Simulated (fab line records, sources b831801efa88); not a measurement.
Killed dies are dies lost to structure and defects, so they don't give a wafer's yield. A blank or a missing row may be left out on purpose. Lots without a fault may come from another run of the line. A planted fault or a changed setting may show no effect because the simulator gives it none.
A struck lot beside a sound one | flow sky130 | 16 steps out of a route of 708
Sound: wafers L819.1, L819.4, L819.6. Struck: wafers L828.2, L828.3, L828.6. The cause comes at the end.
At each step with rows: each side's tool, then ch and its chambers, then its first start. Under that, the readings that differ: sound wafers | struck wafers | difference of the means | sigmas: that difference in standard deviations of wafers without a fault.
alike: readings whose means differ by less than 2 such deviations, and words and numbers that are the same on both sides. not compared: withheld readings, readings that some wafer has no value for, bounds like >300 that may hide the same value, and numbers for which the record gives no deviation and whose values overlap.
The two part at a step that has a row with sigmas, a row that says differs or no value, or rows on one side only. Numbers that don't overlap but have no deviation are shown without sigmas and don't part them. A reading that every wafer of one side lacks parts them only if that side has two wafers or more.

first, 1 step without rows for these wafers: SKY_VT_ADJUST_NCORE_DEVELOP_06 (develop time 60 s).
SKY_VT_ADJUST_NCORE_CD_MEAS_07: target cd 380 nm.
  sound on cd_sem-02, day 8 08:14; struck on cd_sem-02, day 11 17:36
  alike: cd_nm
SKY_VT_ADJUST_NCORE_OVL_MEAS_08:
  sound on overlay-02, day 8 08:22; struck on overlay-01, day 11 17:42
  alike: VT_ADJUST_NCORE_OVL
then, 1 step without rows for these wafers: SKY_VT_ADJUST_NCORE_IMPLANT_09.
SKY_VT_ADJUST_NCORE_STRIP_10: strips in O2/N2.
  sound on plasma_asher-02 ch 0,1, day 8 08:32; struck on plasma_asher-02 ch 0,1, day 11 17:53
  alike: drypump_motor_current_A, oes_product_au, strip_time_to_endpoint_s
  not compared: rf_hours_counter_h
SKY_VT_ADJUST_NCORE_TW_MEAS_11:
  sound on film_metro-01, day 8 08:38; struck on film_metro-04, day 11 17:59
  alike: VT_ADJUST_NCORE_TW
then, 6 steps without rows for these wafers: SKY_VT_ADJUST_HVTR_DEHYDRATE_00 (time 60 s); SKY_VT_ADJUST_HVTR_HMDS_01 (prime time 60 s); SKY_VT_ADJUST_HVTR_COAT_02 (resist thk 1140 nm); SKY_VT_ADJUST_HVTR_SOFTBAKE_03 (time 60 s); SKY_VT_ADJUST_HVTR_EXPOSE_04 (exposes mask HVTRM, target cd 380 nm); SKY_VT_ADJUST_HVTR_PEB_05.
SKY_VT_ADJUST_HVTR_DEVELOP_06: develop time 60 s.
  sound on litho_track-04 ch 0, day 9 04:50; struck on litho_track-03 ch 0, day 12 18:01
  alike: developer_temp_C
SKY_VT_ADJUST_HVTR_CD_MEAS_07: target cd 380 nm.
  sound on cd_sem-01, day 9 04:59; struck on cd_sem-01, day 12 18:26
  reading    | sound             | struck            | difference | sigmas
  cd_nm (nm) | 379.6 378.1 376.9 | 393.2 392.4 390.3 | +13.8      | +5
  not compared: hold
SKY_VT_ADJUST_HVTR_OVL_MEAS_08:
  sound on overlay-02, day 9 05:06; struck on overlay-01, day 12 22:07
  reading | sound | struck                                                                     | difference                   | sigmas
  hold    | - - - | await_dispo/3.6h/release await_dispo/3.6h/release await_dispo/3.6h/release | no value on the sound wafers |
  alike: VT_ADJUST_HVTR_OVL
then, 1 step without rows for these wafers: SKY_PAD_OPEN_PROBE_99.

WHERE THEY PART
First at SKY_VT_ADJUST_HVTR_CD_MEAS_07; last, within this record, at SKY_VT_ADJUST_HVTR_OVL_MEAS_08.

WHY: what the simulator had put in
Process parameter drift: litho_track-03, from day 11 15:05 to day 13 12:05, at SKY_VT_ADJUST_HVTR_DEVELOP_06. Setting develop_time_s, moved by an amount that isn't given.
